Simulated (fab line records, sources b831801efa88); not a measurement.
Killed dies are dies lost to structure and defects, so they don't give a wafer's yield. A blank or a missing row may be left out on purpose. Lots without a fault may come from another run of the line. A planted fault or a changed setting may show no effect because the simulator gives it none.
Which tool did it? | flow gf180mcu | 13 lots, 39 wafers sampled, at 3 steps of a route of 602

WHAT THE GAUGES READ, wafer by wafer
GF_M1_RS_MEAS_05: measures by four-point-probe. Usual: M1_ALCU_RS 0.0694 ohm/sq, standard deviation 0.0008.
lot  | measured     | on            | M1_ALCU_RS (ohm/sq)  | flag
L506 | day 17 06:40 | film_metro-01 | 0.0694 0.0691 0.0687 |
L507 | day 17 07:02 | film_metro-01 | 0.0689 0.0694 0.0698 |
L508 | day 17 15:35 | film_metro-02 | 0.0697 0.0704 0.0698 |
L513 | day 19 09:28 | film_metro-03 | 0.0698 0.0700 0.0693 |
L516 | day 20 16:05 | film_metro-02 | 0.0691 0.0683 0.0687 |
L517 | day 21 01:27 | film_metro-01 | 0.0698 0.0700 0.0698 |
L519 | day 21 16:59 | film_metro-02 | 0.0700 0.0703 0.0696 |
L520 | day 22 03:16 | film_metro-01 | 0.0691 0.0691 0.0690 |
L523 | day 22 23:01 | film_metro-03 | 0.0686 0.0685 0.0689 |
L524 | day 23 09:25 | film_metro-01 | 0.0698 0.0704 0.0703 |
L525 | day 23 17:20 | film_metro-01 | 0.0691 0.0691 0.0691 |
L526 | day 23 18:25 | film_metro-01 | 0.0701 0.0698 0.0705 |
L527 | day 24 00:59 | film_metro-03 | 0.0686 0.0688 0.0688 |

WHICH TOOL RAN EACH LOT (tool, then ch and the chambers of the sampled wafers, then the start)
lot  | GF_CONTACT_CVD_02               | GF_M1_SPUTTER_00
L506 | pecvd-02 ch 1,2, day 16 05:52   | pvd_sputter-04, day 17 06:25
L507 | pecvd-03 ch 1,2, day 16 06:16   | pvd_sputter-02, day 17 06:46
L508 | pecvd-01 ch 0,2, day 16 14:50   | pvd_sputter-04, day 17 15:19
L513 | pecvd-01 ch 0,1, day 18 07:26   | pvd_sputter-02, day 19 09:14
L516 | pecvd-01 ch 0,1, day 19 14:11   | pvd_sputter-01, day 20 15:50
L517 | pecvd-02 ch 1,2, day 20 00:07   | pvd_sputter-01, day 21 01:14
L519 | pecvd-02 ch 0,1,2, day 20 15:25 | pvd_sputter-02, day 21 16:46
L520 | pecvd-02 ch 0,1,2, day 21 01:58 | pvd_sputter-02, day 22 03:03
L523 | pecvd-02 ch 0,2, day 21 21:49   | pvd_sputter-01, day 22 22:46
L524 | pecvd-03 ch 0,2, day 22 06:52   | pvd_sputter-02, day 23 09:11
L525 | pecvd-01 ch 0,1,2, day 22 18:14 | pvd_sputter-01, day 23 17:04
L526 | pecvd-03 ch 0,1,2, day 22 19:46 | pvd_sputter-01, day 23 18:12
L527 | pecvd-02 ch 0,2, day 23 00:36   | pvd_sputter-02, day 24 00:44
- GF_CONTACT_CVD_02: deposits SiO2 from TEOS, target thk 860 nm, time 95.992 s.
- GF_M1_SPUTTER_00: material Ti, target thk 37.5 nm, time 150 s.

WHAT THE TOOLS THEMSELVES READ (means of the sampled wafers that have a number; where no wafer has one, the mark that the record gives instead)
GF_CONTACT_CVD_02. Usual: heater_power_w 705 W, standard deviation 76; rf_fwd_power_W 595.7 W, standard deviation 2.3; susceptor_temp_C 399.97 C, standard deviation 0.21.
lot  | tool     | heater_power_w (W) | rf_fwd_power_W (W) | susceptor_temp_C (C) | flag
L506 | pecvd-02 | 746                | 595.7              | 400.27               |
L507 | pecvd-03 | 726                | 594.8              | 400.28               |
L508 | pecvd-01 | 686                | 595.4              | 399.92               |
L513 | pecvd-01 | 672                | 598.2              | 399.95               |
L516 | pecvd-01 | 643                | 596.5              | 400.01               |
L517 | pecvd-02 | 745                | 592.6              | 399.89               |
L519 | pecvd-02 | 731                | 596.9              | 399.88               |
L520 | pecvd-02 | 757                | 594.5              | 399.91               |
L523 | pecvd-02 | 719                | 595.7              | 399.85               |
L524 | pecvd-03 | 771                | 594.0              | 399.81               |
L525 | pecvd-01 | 628                | 594.8              | 400.29               |
L526 | pecvd-03 | 663                | 593.5              | 400.02               |
L527 | pecvd-02 | 777                | 595.8              | 399.97               |

GF_M1_SPUTTER_00. Usual: throttle_valve_pct 29.7 %, standard deviation 1.
lot  | tool           | throttle_valve_pct (%) | flag
L506 | pvd_sputter-04 | 30.1                   |
L507 | pvd_sputter-02 | 28.7                   |
L508 | pvd_sputter-04 | 30.8                   |
L513 | pvd_sputter-02 | 28.9                   |
L516 | pvd_sputter-01 | 30.2                   |
L517 | pvd_sputter-01 | 29.9                   |
L519 | pvd_sputter-02 | 29.2                   |
L520 | pvd_sputter-02 | 29.2                   |
L523 | pvd_sputter-01 | 29.4                   |
L524 | pvd_sputter-02 | 28.6                   |
L525 | pvd_sputter-01 | 29.8                   |
L526 | pvd_sputter-01 | 30.7                   |
L527 | pvd_sputter-02 | 29.4                   |

THE ANSWER, worked out from the rows above alone
Rule: a lot is off if the mean of its wafers that have a number lies more than 3 standard deviations from the usual mean. A lot without any number at a reading at which 4 lots or more have one is off too. The other lots that the step has rows for count as sound. The gauges are gone through in route order, then the tools' own readings, and for those a lot's mean is taken as printed above. The first step at which some lot is off is used, and at that step the reading that is off furthest; a lot without a number counts as furthest.
No lot is off at any reading shown: from this, nothing can be told.

WHAT THE SIMULATOR HAD PUT IN
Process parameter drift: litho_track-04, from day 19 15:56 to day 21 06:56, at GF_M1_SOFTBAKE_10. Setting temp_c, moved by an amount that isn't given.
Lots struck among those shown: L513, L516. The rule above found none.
